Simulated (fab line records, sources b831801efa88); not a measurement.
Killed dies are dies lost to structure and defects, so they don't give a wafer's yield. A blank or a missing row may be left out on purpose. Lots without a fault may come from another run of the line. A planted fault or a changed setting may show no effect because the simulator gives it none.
Chamber matching | flow gf180mcu | GF_V2_CMP_26 on cmp-01: 4 sister chambers
The step polishes, stops on SiO2, t overpolish 15 s, target thk 0 nm. 8 wafers are shown with their chamber, then 12 later ones without.

WAFERS WITH THEIR CHAMBER
wafer  | chamber | motor_current_A (A) | time_to_endpoint_s (s)
L076.3 | 2       | 12.0                | 89
L079.5 | 2       | 12.8                | 88
L080.4 | 1       | 13.1                | 81
L080.5 | 1       | 13.2                | 85
L081.5 | 3       | 11.8                | 84
L084.1 | 0       | 11.7                | 88
L084.5 | 3       | 11.6                | 85
L084.6 | 0       | 11.0                | 90

WAFERS WITHOUT THEIR CHAMBER
wafer  | motor_current_A (A) | time_to_endpoint_s (s)
L091.4 | 11.1                | 91
L091.5 | 12.7                | 90
L091.6 | 12.3                | 84
L090.1 | 11.4                | 85
L090.4 | 11.0                | 89
L090.5 | 12.3                | 88
L093.1 | 12.2                | 88
L093.4 | 11.1                | 85
L093.6 | 10.7                | 87
L096.3 | 12.0                | 82
L096.4 | 12.5                | 87
L096.5 | 10.8                | 83

WHICH CHAMBER EACH WENT THROUGH
wafer  | from the rows above          | in truth
L091.4 | 0                            | 0
L091.5 | 2                            | 2
L091.6 | can't be placed: 3 or 1 or 2 | 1
L090.1 | can't be placed: 3 or 0      | 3
L090.4 | 0                            | 0
L090.5 | 2                            | 2
L093.1 | can't be placed: 2 or 0 or 3 | 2
L093.4 | can't be placed: 3 or 0      | 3
L093.6 | can't be placed: 0 or 3      | 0
L096.3 | can't be placed: 3 or 1      | 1
L096.4 | can't be placed: 2 or 3      | 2
L096.5 | can't be placed: 3 or 0      | 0
Placed correctly: 4 of 12. Can't be placed from these rows: 8 (the true chamber is among the candidates in 8). Placed wrongly: 0.
How it was worked out, from the rows above alone: a wafer's distance from a chamber is the root of the sum, over the readings, of the square of ((its reading less the chamber's mean) divided by the reading's scatter). The wafer belongs to the nearest chamber; if the next one is less than 2 further off, it can't be placed. A chamber's mean is the mean of its shown wafers. The scatter: the root of (the sum of the squares of (reading less its chamber's mean) over the shown wafers, divided by (wafers less chambers)).
